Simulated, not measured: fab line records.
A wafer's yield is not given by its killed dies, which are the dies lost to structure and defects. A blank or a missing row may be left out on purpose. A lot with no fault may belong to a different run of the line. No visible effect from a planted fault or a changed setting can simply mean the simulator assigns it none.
fab line records :: flow gf180mcu :: part 2 of 2: steps 34 to 43 of 43
record
  lots=5
  wafers=15
  last_day=34
route steps=602 shown VT_IMPLANT@102 MVSD@136 NWELL@137 LVPWELL@138 MVPSD@139 DUAL_GATE@141
lots with no fault: from the same line, run without faults
start_h: start of the lot's first displayed wafer, in hours after the record's first day :: wait_h: how many hours have passed since the lot's step before this one :: " as in the row above :: L1.1+2: a single row standing in for several wafers :: - either no value or no given start :: * or withheld: withheld :: < > ~ a bound
route shown NAME@n: NAME is a module with steps in the file, n the number in the route of the first one :: usual: mean and standard deviation over wafers with no fault :: same: alike in all rows :: chamber/n: place in a boat :: sites: per-site readings :: _std_site: standard deviation of those values :: _edge_site: outer sites' mean less inner sites' :: radius_mm: for every site, how far away it sits from the centre of the wafer :: mask NAME#n: copy n :: behind: the last tool/chamber to shape the wafer :: hold: the reason the lot was held/the length of the hold in hours/how it ended :: device: which transistor (n, p or np) failed to switch :: end of line: tests run on the same wafers once the route is complete :: a step without rows: its recipe alone :: killed: the dies lost at the first sort to structure and to defects; this is not the yield of the wafer :: map: shows each die of a wafer: x if killed, . if not, _ if none is there
set.NAME: the setting the step ran with; set.NAME@STEP: the setting that earlier step ran with :: model.NAME: the simulator's own value behind a step, which no gauge read
lots at some steps of the route; a table a step, a row a wafer
services: when a tool's chamber went out of use (start_h, in hours from the record's first day, below 0 if earlier), for how many hours, and the reason
## steps
# step GF_VT_IMPLANT_RTA_45
# recipe
  temp_c=1050
  time_s=30
  ambient=N2
# usual
  chamber_o2_ppm=2.003/0.019
  lamp_power_pct=31.9/0.69
  wafer_temp_C_max=1056.6/2
lot.wafer: L079.3
tool: rtp_anneal-02
chamber: 0
start_h: 190.53
wait_h: 0.0
chamber_o2_ppm: 1.997
lamp_power_pct: 32.5
wafer_temp_C_max: 1055.4

lot.wafer: L079.5
tool: rtp_anneal-02
chamber: 0
start_h: 190.53
wait_h: 0.0
chamber_o2_ppm: 1.999
lamp_power_pct: 32.6
wafer_temp_C_max: 1056.0

lot.wafer: L079.6
tool: rtp_anneal-02
chamber: 0
start_h: 190.53
wait_h: 0.0
chamber_o2_ppm: 1.990
lamp_power_pct: 32.5
wafer_temp_C_max: 1056.4

lot.wafer: L082.2
tool: rtp_anneal-01
chamber: 0
start_h: 210.08
wait_h: 0.0
chamber_o2_ppm: 1.969
lamp_power_pct: 31.2
wafer_temp_C_max: 1058.9

lot.wafer: L082.3
tool: rtp_anneal-01
chamber: 0
start_h: 210.08
wait_h: 0.0
chamber_o2_ppm: 1.992
lamp_power_pct: 31.2
wafer_temp_C_max: 1056.5

lot.wafer: L082.6
tool: rtp_anneal-01
chamber: 0
start_h: 210.08
wait_h: 0.0
chamber_o2_ppm: 1.985
lamp_power_pct: 31.2
wafer_temp_C_max: 1061.0

lot.wafer: L089.2
tool: rtp_anneal-02
chamber: 0
start_h: 258.72
wait_h: 0.0
chamber_o2_ppm: 1.993
lamp_power_pct: 32.5
wafer_temp_C_max: 1055.6

lot.wafer: L089.4
tool: rtp_anneal-02
chamber: 0
start_h: 258.72
wait_h: 0.0
chamber_o2_ppm: 1.990
lamp_power_pct: 32.5
wafer_temp_C_max: 1056.0

lot.wafer: L089.5
tool: rtp_anneal-02
chamber: 0
start_h: 258.72
wait_h: 0.0
chamber_o2_ppm: 1.975
lamp_power_pct: 32.6
wafer_temp_C_max: 1055.4

lot.wafer: L094.1
tool: rtp_anneal-02
chamber: 0
start_h: 291.96
wait_h: 0.0
chamber_o2_ppm: 1.998
lamp_power_pct: 32.6
wafer_temp_C_max: 1055.4

lot.wafer: L094.2
tool: rtp_anneal-02
chamber: 0
start_h: 291.96
wait_h: 0.0
chamber_o2_ppm: 2.022
lamp_power_pct: 32.5
wafer_temp_C_max: 1053.7

lot.wafer: L094.6
tool: rtp_anneal-02
chamber: 0
start_h: 291.96
wait_h: 0.0
chamber_o2_ppm: 2.006
lamp_power_pct: 32.6
wafer_temp_C_max: 1054.7

lot.wafer: L097.2
tool: rtp_anneal-02
chamber: 0
start_h: 312.82
wait_h: 0.0
chamber_o2_ppm: 2.050
lamp_power_pct: 32.6
wafer_temp_C_max: 1055.3

lot.wafer: L097.3
tool: rtp_anneal-02
chamber: 0
start_h: 312.82
wait_h: 0.0
chamber_o2_ppm: 1.990
lamp_power_pct: 32.6
wafer_temp_C_max: 1053.7

lot.wafer: L097.4
tool: rtp_anneal-02
chamber: 0
start_h: 312.82
wait_h: 0.0
chamber_o2_ppm: 2.016
lamp_power_pct: 32.6
wafer_temp_C_max: 1054.5
# step GF_VT_IMPLANT_RS_MEAS_46
# recipe
  thk_meas_gauge=four-point-probe
# usual
  MVSD_RS=456.5/1.2
lot.wafer: L079.3
tool: film_metro-03
chamber: -
start_h: 190.64
wait_h: 0.1
MVSD_RS[ohm/sq]: 458.0

lot.wafer: L079.5
tool: film_metro-03
chamber: -
start_h: 190.64
wait_h: 0.1
MVSD_RS[ohm/sq]: 456.9

lot.wafer: L079.6
tool: film_metro-03
chamber: -
start_h: 190.64
wait_h: 0.1
MVSD_RS[ohm/sq]: 457.4

lot.wafer: L082.2
tool: film_metro-03
chamber: -
start_h: 210.18
wait_h: 0.1
MVSD_RS[ohm/sq]: 459.4

lot.wafer: L082.3
tool: film_metro-03
chamber: -
start_h: 210.18
wait_h: 0.1
MVSD_RS[ohm/sq]: 459.2

lot.wafer: L082.6
tool: film_metro-03
chamber: -
start_h: 210.18
wait_h: 0.1
MVSD_RS[ohm/sq]: 459.3

lot.wafer: L089.2
tool: film_metro-03
chamber: -
start_h: 258.82
wait_h: 0.1
MVSD_RS[ohm/sq]: 455.6

lot.wafer: L089.4
tool: film_metro-03
chamber: -
start_h: 258.82
wait_h: 0.1
MVSD_RS[ohm/sq]: 456.2

lot.wafer: L089.5
tool: film_metro-03
chamber: -
start_h: 258.82
wait_h: 0.1
MVSD_RS[ohm/sq]: 455.3

lot.wafer: L094.1
tool: film_metro-04
chamber: -
start_h: 292.16
wait_h: 0.2
MVSD_RS[ohm/sq]: 455.6

lot.wafer: L094.2
tool: film_metro-04
chamber: -
start_h: 292.16
wait_h: 0.2
MVSD_RS[ohm/sq]: 455.2

lot.wafer: L094.6
tool: film_metro-04
chamber: -
start_h: 292.16
wait_h: 0.2
MVSD_RS[ohm/sq]: 453.7

lot.wafer: L097.2
tool: film_metro-03
chamber: -
start_h: 312.93
wait_h: 0.1
MVSD_RS[ohm/sq]: 457.0

lot.wafer: L097.3
tool: film_metro-03
chamber: -
start_h: 312.93
wait_h: 0.1
MVSD_RS[ohm/sq]: 458.0

lot.wafer: L097.4
tool: film_metro-03
chamber: -
start_h: 312.93
wait_h: 0.1
MVSD_RS[ohm/sq]: 457.5
# step GF_VT_IMPLANT_RS_MEAS_47
# recipe
  thk_meas_gauge=four-point-probe
# usual
  NWELL_RS=487.8/1.3
lot.wafer: L079.3
tool: film_metro-03
chamber: -
start_h: 190.76
wait_h: 0.1
NWELL_RS[ohm/sq]: 487.9

lot.wafer: L079.5
tool: film_metro-03
chamber: -
start_h: 190.76
wait_h: 0.1
NWELL_RS[ohm/sq]: 488.2

lot.wafer: L079.6
tool: film_metro-03
chamber: -
start_h: 190.76
wait_h: 0.1
NWELL_RS[ohm/sq]: 488.8

lot.wafer: L082.2
tool: film_metro-03
chamber: -
start_h: 210.30
wait_h: 0.1
NWELL_RS[ohm/sq]: 488.9

lot.wafer: L082.3
tool: film_metro-03
chamber: -
start_h: 210.30
wait_h: 0.1
NWELL_RS[ohm/sq]: 488.8

lot.wafer: L082.6
tool: film_metro-03
chamber: -
start_h: 210.30
wait_h: 0.1
NWELL_RS[ohm/sq]: 489.9

lot.wafer: L089.2
tool: film_metro-03
chamber: -
start_h: 258.94
wait_h: 0.1
NWELL_RS[ohm/sq]: 486.4

lot.wafer: L089.4
tool: film_metro-03
chamber: -
start_h: 258.94
wait_h: 0.1
NWELL_RS[ohm/sq]: 486.4

lot.wafer: L089.5
tool: film_metro-03
chamber: -
start_h: 258.94
wait_h: 0.1
NWELL_RS[ohm/sq]: 485.5

lot.wafer: L094.1
tool: film_metro-04
chamber: -
start_h: 292.28
wait_h: 0.1
NWELL_RS[ohm/sq]: 487.2

lot.wafer: L094.2
tool: film_metro-04
chamber: -
start_h: 292.28
wait_h: 0.1
NWELL_RS[ohm/sq]: 488.3

lot.wafer: L094.6
tool: film_metro-04
chamber: -
start_h: 292.28
wait_h: 0.1
NWELL_RS[ohm/sq]: 487.2

lot.wafer: L097.2
tool: film_metro-03
chamber: -
start_h: 313.05
wait_h: 0.1
NWELL_RS[ohm/sq]: 487.4

lot.wafer: L097.3
tool: film_metro-03
chamber: -
start_h: 313.05
wait_h: 0.1
NWELL_RS[ohm/sq]: 489.1

lot.wafer: L097.4
tool: film_metro-03
chamber: -
start_h: 313.05
wait_h: 0.1
NWELL_RS[ohm/sq]: 489.7
# step GF_VT_IMPLANT_RS_MEAS_48
# recipe
  thk_meas_gauge=four-point-probe
# usual
  LVPWELL_RS=1198/3.5
lot.wafer: L079.3
tool: film_metro-03
chamber: -
start_h: 190.88
wait_h: 0.1
LVPWELL_RS[ohm/sq]: 1198

lot.wafer: L079.5
tool: film_metro-03
chamber: -
start_h: 190.88
wait_h: 0.1
LVPWELL_RS[ohm/sq]: 1197

lot.wafer: L079.6
tool: film_metro-03
chamber: -
start_h: 190.88
wait_h: 0.1
LVPWELL_RS[ohm/sq]: 1196

lot.wafer: L082.2
tool: film_metro-03
chamber: -
start_h: 210.42
wait_h: 0.1
LVPWELL_RS[ohm/sq]: 1202

lot.wafer: L082.3
tool: film_metro-03
chamber: -
start_h: 210.42
wait_h: 0.1
LVPWELL_RS[ohm/sq]: 1202

lot.wafer: L082.6
tool: film_metro-03
chamber: -
start_h: 210.42
wait_h: 0.1
LVPWELL_RS[ohm/sq]: 1203

lot.wafer: L089.2
tool: film_metro-03
chamber: -
start_h: 259.06
wait_h: 0.1
LVPWELL_RS[ohm/sq]: 1196

lot.wafer: L089.4
tool: film_metro-03
chamber: -
start_h: 259.06
wait_h: 0.1
LVPWELL_RS[ohm/sq]: 1198

lot.wafer: L089.5
tool: film_metro-03
chamber: -
start_h: 259.06
wait_h: 0.1
LVPWELL_RS[ohm/sq]: 1195

lot.wafer: L094.1
tool: film_metro-04
chamber: -
start_h: 292.40
wait_h: 0.1
LVPWELL_RS[ohm/sq]: 1190

lot.wafer: L094.2
tool: film_metro-04
chamber: -
start_h: 292.40
wait_h: 0.1
LVPWELL_RS[ohm/sq]: 1191

lot.wafer: L094.6
tool: film_metro-04
chamber: -
start_h: 292.40
wait_h: 0.1
LVPWELL_RS[ohm/sq]: 1190

lot.wafer: L097.2
tool: film_metro-03
chamber: -
start_h: 313.17
wait_h: 0.1
LVPWELL_RS[ohm/sq]: 1203

lot.wafer: L097.3
tool: film_metro-03
chamber: -
start_h: 313.17
wait_h: 0.1
LVPWELL_RS[ohm/sq]: 1204

lot.wafer: L097.4
tool: film_metro-03
chamber: -
start_h: 313.17
wait_h: 0.1
LVPWELL_RS[ohm/sq]: 1198
# step GF_VT_IMPLANT_RS_MEAS_49
# recipe
  thk_meas_gauge=four-point-probe
# usual
  MVPSD_RS=1168/4.1
lot.wafer: L079.3
tool: film_metro-03
chamber: -
start_h: 191.00
wait_h: 0.1
MVPSD_RS[ohm/sq]: 1174

lot.wafer: L079.5
tool: film_metro-03
chamber: -
start_h: 191.00
wait_h: 0.1
MVPSD_RS[ohm/sq]: 1171

lot.wafer: L079.6
tool: film_metro-03
chamber: -
start_h: 191.00
wait_h: 0.1
MVPSD_RS[ohm/sq]: 1174

lot.wafer: L082.2
tool: film_metro-03
chamber: -
start_h: 210.54
wait_h: 0.1
MVPSD_RS[ohm/sq]: 1166

lot.wafer: L082.3
tool: film_metro-03
chamber: -
start_h: 210.54
wait_h: 0.1
MVPSD_RS[ohm/sq]: 1170

lot.wafer: L082.6
tool: film_metro-03
chamber: -
start_h: 210.54
wait_h: 0.1
MVPSD_RS[ohm/sq]: 1168

lot.wafer: L089.2
tool: film_metro-03
chamber: -
start_h: 259.18
wait_h: 0.1
MVPSD_RS[ohm/sq]: 1173

lot.wafer: L089.4
tool: film_metro-03
chamber: -
start_h: 259.18
wait_h: 0.1
MVPSD_RS[ohm/sq]: 1172

lot.wafer: L089.5
tool: film_metro-03
chamber: -
start_h: 259.18
wait_h: 0.1
MVPSD_RS[ohm/sq]: 1171

lot.wafer: L094.1
tool: film_metro-04
chamber: -
start_h: 292.52
wait_h: 0.1
MVPSD_RS[ohm/sq]: 1166

lot.wafer: L094.2
tool: film_metro-04
chamber: -
start_h: 292.52
wait_h: 0.1
MVPSD_RS[ohm/sq]: 1163

lot.wafer: L094.6
tool: film_metro-04
chamber: -
start_h: 292.52
wait_h: 0.1
MVPSD_RS[ohm/sq]: 1162

lot.wafer: L097.2
tool: film_metro-03
chamber: -
start_h: 313.29
wait_h: 0.1
MVPSD_RS[ohm/sq]: 1176

lot.wafer: L097.3
tool: film_metro-03
chamber: -
start_h: 313.29
wait_h: 0.1
MVPSD_RS[ohm/sq]: 1178

lot.wafer: L097.4
tool: film_metro-03
chamber: -
start_h: 313.29
wait_h: 0.1
MVPSD_RS[ohm/sq]: 1176
# step GF_VT_IMPLANT_WET_ETCH_50
# recipe
  chemistry=dHF
  target_depth_nm=20
  target=SiO2
  temp_c=25
  dilution=100:1
  time_s=400
lot.wafer: L079.3+5+6
tool: wet_bench-02
chamber: 0
start_h: 191.08
wait_h: 0.1

lot.wafer: L082.2+3+6
tool: wet_bench-03
chamber: 3
start_h: 210.64
wait_h: 0.1

lot.wafer: L089.2+4+5
tool: wet_bench-02
chamber: 0
start_h: 259.28
wait_h: 0.1

lot.wafer: L094.1+2+6
tool: wet_bench-02
chamber: 0
start_h: 292.64
wait_h: 0.1

lot.wafer: L097.2+3+4
tool: wet_bench-03
chamber: 1
start_h: 313.39
wait_h: 0.1
# step GF_DUAL_GATE_CLEAN_00
# recipe
  chemistry=SC1/SC2
  mix=1:4:20
  temp_c=70
  time_s=150
# usual
  bath_guard_temp_C=69.9/0.54
lot.wafer: L079.3
tool: wet_bench-02
chamber: 1
start_h: 191.20
wait_h: 0.0
bath_guard_temp_C: 69.7

lot.wafer: L079.5
tool: wet_bench-02
chamber: 1
start_h: 191.20
wait_h: 0.0
bath_guard_temp_C: 70.0

lot.wafer: L079.6
tool: wet_bench-02
chamber: 1
start_h: 191.20
wait_h: 0.0
bath_guard_temp_C: 69.3

lot.wafer: L082.2
tool: wet_bench-02
chamber: 0
start_h: 210.76
wait_h: 0.0
bath_guard_temp_C: 70.3

lot.wafer: L082.3
tool: wet_bench-02
chamber: 0
start_h: 210.76
wait_h: 0.0
bath_guard_temp_C: 70.3

lot.wafer: L082.6
tool: wet_bench-02
chamber: 0
start_h: 210.76
wait_h: 0.0
bath_guard_temp_C: 70.6

lot.wafer: L089.2
tool: wet_bench-03
chamber: 0
start_h: 259.40
wait_h: 0.0
bath_guard_temp_C: 69.5

lot.wafer: L089.4
tool: wet_bench-03
chamber: 0
start_h: 259.40
wait_h: 0.0
bath_guard_temp_C: 69.7

lot.wafer: L089.5
tool: wet_bench-03
chamber: 0
start_h: 259.40
wait_h: 0.0
bath_guard_temp_C: 69.8

lot.wafer: L094.1
tool: wet_bench-03
chamber: 0
start_h: 292.77
wait_h: 0.0
bath_guard_temp_C: 69.6

lot.wafer: L094.2
tool: wet_bench-03
chamber: 0
start_h: 292.77
wait_h: 0.0
bath_guard_temp_C: 69.6

lot.wafer: L094.6
tool: wet_bench-03
chamber: 0
start_h: 292.77
wait_h: 0.0
bath_guard_temp_C: 69.4

lot.wafer: L097.2
tool: wet_bench-01
chamber: 0
start_h: 313.51
wait_h: 0.0
bath_guard_temp_C: 70.5

lot.wafer: L097.3
tool: wet_bench-01
chamber: 0
start_h: 313.51
wait_h: 0.0
bath_guard_temp_C: 70.2

lot.wafer: L097.4
tool: wet_bench-01
chamber: 0
start_h: 313.51
wait_h: 0.0
bath_guard_temp_C: 70.3
# step GF_DUAL_GATE_CLEAN_01
# recipe
  chemistry=dHF
  time_s=20
  dilution=100:1
  dry=ipa_marangoni
lot.wafer: L079.3+5+6
tool: wet_bench-02
chamber: 2
start_h: 191.25
wait_h: 0.0

lot.wafer: L082.2+3+6
tool: wet_bench-03
chamber: 0
start_h: 210.81
wait_h: 0.0

lot.wafer: L089.2+4+5
tool: wet_bench-02
chamber: 1
start_h: 259.45
wait_h: 0.0

lot.wafer: L094.1+2+6
tool: wet_bench-02
chamber: 3
start_h: 292.82
wait_h: 0.0

lot.wafer: L097.2+3+4
tool: wet_bench-03
chamber: 0
start_h: 313.56
wait_h: 0.0
# step GF_DUAL_GATE_OXIDATION_02
# recipe
  temp_c=900
  ambient=O2
  stabilise_s=600
  purge_s=300
  target_thk_a=108.87
  ox_time_s=1602
# usual
  spike_tc_centre_C=901.1/1.1
  zone_power_lower_pct=20.11/0.19
# same
  stabilise_s=600
lot.wafer: L079.3
tool: furnace-01
chamber: 0
start_h: 191.26
wait_h: 0.0
spike_tc_centre_C: 901.7
zone_power_lower_pct: 19.89

lot.wafer: L079.5
tool: furnace-01
chamber: 0
start_h: 191.26
wait_h: 0.0
spike_tc_centre_C: 900.2
zone_power_lower_pct: 20.16

lot.wafer: L079.6
tool: furnace-01
chamber: 0
start_h: 191.26
wait_h: 0.0
spike_tc_centre_C: 900.3
zone_power_lower_pct: 20.05

lot.wafer: L082.2
tool: furnace-01
chamber: 0
start_h: 211.43
wait_h: 0.6
spike_tc_centre_C: 900.0
zone_power_lower_pct: 20.47

lot.wafer: L082.3
tool: furnace-01
chamber: 0
start_h: 211.43
wait_h: 0.6
spike_tc_centre_C: 901.5
zone_power_lower_pct: 20.06

lot.wafer: L082.6
tool: furnace-01
chamber: 0
start_h: 211.43
wait_h: 0.6
spike_tc_centre_C: 900.2
zone_power_lower_pct: 20.18

lot.wafer: L089.2
tool: furnace-02
chamber: 0
start_h: 259.46
wait_h: 0.0
spike_tc_centre_C: 900.2
zone_power_lower_pct: 20.47

lot.wafer: L089.4
tool: furnace-02
chamber: 0
start_h: 259.46
wait_h: 0.0
spike_tc_centre_C: 901.2
zone_power_lower_pct: 20.15

lot.wafer: L089.5
tool: furnace-02
chamber: 0
start_h: 259.46
wait_h: 0.0
spike_tc_centre_C: 898.7
zone_power_lower_pct: 20.28

lot.wafer: L094.1
tool: furnace-02
chamber: 0
start_h: 292.83
wait_h: 0.0
spike_tc_centre_C: 900.2
zone_power_lower_pct: 20.56

lot.wafer: L094.2
tool: furnace-02
chamber: 0
start_h: 292.83
wait_h: 0.0
spike_tc_centre_C: 900.5
zone_power_lower_pct: 20.17

lot.wafer: L094.6
tool: furnace-02
chamber: 0
start_h: 292.83
wait_h: 0.0
spike_tc_centre_C: 900.1
zone_power_lower_pct: 20.26

lot.wafer: L097.2
tool: furnace-02
chamber: 0
start_h: 313.92
wait_h: 0.3
spike_tc_centre_C: 903.6
zone_power_lower_pct: 20.21

lot.wafer: L097.3
tool: furnace-02
chamber: 0
start_h: 313.92
wait_h: 0.3
spike_tc_centre_C: 901.8
zone_power_lower_pct: 20.22

lot.wafer: L097.4
tool: furnace-02
chamber: 0
start_h: 313.92
wait_h: 0.3
spike_tc_centre_C: 902.8
zone_power_lower_pct: 20.12
# step GF_DUAL_GATE_THK_MEAS_03
# recipe
  reads=SiO2_of_DUAL_GATE_OXIDATION_02
# usual
  DUAL_GATE_OXIDATION_00_THK=10.88/0.19
lot.wafer: L079.3
tool: film_metro-01
chamber: -
start_h: 192.73
wait_h: 0.0
DUAL_GATE_OXIDATION_00_THK[nm]: 11.16

lot.wafer: L079.5
tool: film_metro-01
chamber: -
start_h: 192.73
wait_h: 0.0
DUAL_GATE_OXIDATION_00_THK[nm]: 10.96

lot.wafer: L079.6
tool: film_metro-01
chamber: -
start_h: 192.73
wait_h: 0.0
DUAL_GATE_OXIDATION_00_THK[nm]: 11.04

lot.wafer: L082.2
tool: film_metro-01
chamber: -
start_h: 212.89
wait_h: 0.0
DUAL_GATE_OXIDATION_00_THK[nm]: 11.16

lot.wafer: L082.3
tool: film_metro-01
chamber: -
start_h: 212.89
wait_h: 0.0
DUAL_GATE_OXIDATION_00_THK[nm]: 11.20

lot.wafer: L082.6
tool: film_metro-01
chamber: -
start_h: 212.89
wait_h: 0.0
DUAL_GATE_OXIDATION_00_THK[nm]: 11.08

lot.wafer: L089.2
tool: film_metro-01
chamber: -
start_h: 260.92
wait_h: 0.0
DUAL_GATE_OXIDATION_00_THK[nm]: 10.79

lot.wafer: L089.4
tool: film_metro-01
chamber: -
start_h: 260.92
wait_h: 0.0
DUAL_GATE_OXIDATION_00_THK[nm]: 10.95

lot.wafer: L089.5
tool: film_metro-01
chamber: -
start_h: 260.92
wait_h: 0.0
DUAL_GATE_OXIDATION_00_THK[nm]: 11.10

lot.wafer: L094.1
tool: film_metro-02
chamber: -
start_h: 294.28
wait_h: 0.0
DUAL_GATE_OXIDATION_00_THK[nm]: 10.85

lot.wafer: L094.2
tool: film_metro-02
chamber: -
start_h: 294.28
wait_h: 0.0
DUAL_GATE_OXIDATION_00_THK[nm]: 10.85

lot.wafer: L094.6
tool: film_metro-02
chamber: -
start_h: 294.28
wait_h: 0.0
DUAL_GATE_OXIDATION_00_THK[nm]: 10.63

lot.wafer: L097.2
tool: film_metro-04
chamber: -
start_h: 315.37
wait_h: 0.0
DUAL_GATE_OXIDATION_00_THK[nm]: 10.73

lot.wafer: L097.3
tool: film_metro-04
chamber: -
start_h: 315.37
wait_h: 0.0
DUAL_GATE_OXIDATION_00_THK[nm]: 10.80

lot.wafer: L097.4
tool: film_metro-04
chamber: -
start_h: 315.37
wait_h: 0.0
DUAL_GATE_OXIDATION_00_THK[nm]: 10.78
## services
tool: iline_stepper-02
chamber: -
start_h: 125.25
hours: 1.7
kind: pm

tool: plasma_asher-01
chamber: -
start_h: 138.61
hours: 9.0
kind: repair

tool: plasma_asher-01
chamber: -
start_h: 151.24
hours: 4.3
kind: pm

tool: implanter-02
chamber: -
start_h: 151.78
hours: 2.6
kind: repair

tool: plasma_asher-04
chamber: -
start_h: 161.04
hours: 0.3
kind: repair

tool: implanter-02
chamber: -
start_h: 182.47
hours: 19.2
kind: repair

tool: plasma_asher-03
chamber: -
start_h: 190.85
hours: 2.9
kind: repair

tool: wet_bench-01
chamber: -
start_h: 192.18
hours: 41.2
kind: pm

tool: plasma_asher-04
chamber: -
start_h: 196.99
hours: 0.5
kind: repair

tool: plasma_asher-03
chamber: -
start_h: 198.67
hours: 1.1
kind: repair

tool: iline_stepper-01
chamber: -
start_h: 199.28
hours: 1.7
kind: pm

tool: wet_bench-03
chamber: -
start_h: 202.23
hours: 0.6
kind: repair

tool: plasma_asher-03
chamber: -
start_h: 211.45
hours: 4.5
kind: repair

tool: rtp_anneal-02
chamber: -
start_h: 224.66
hours: 10.6
kind: pm

tool: implanter-01
chamber: -
start_h: 231.52
hours: 4.6
kind: pm

tool: furnace-02
chamber: -
start_h: 236.51
hours: 3.6
kind: pm

tool: furnace-02
chamber: -
start_h: 240.04
hours: 11.9
kind: repair

tool: iline_stepper-01
chamber: -
start_h: 246.35
hours: 4.0
kind: repair

tool: furnace-02
chamber: -
start_h: 266.20
hours: 3.1
kind: pm

tool: implanter-02
chamber: -
start_h: 268.52
hours: 0.7
kind: repair

tool: implanter-02
chamber: -
start_h: 271.59
hours: 1.2
kind: repair

tool: plasma_asher-04
chamber: -
start_h: 276.95
hours: 2.8
kind: pm

tool: wet_bench-02
chamber: -
start_h: 307.53
hours: 1.9
kind: pm

tool: wet_bench-01
chamber: -
start_h: 307.55
hours: 4.4
kind: pm
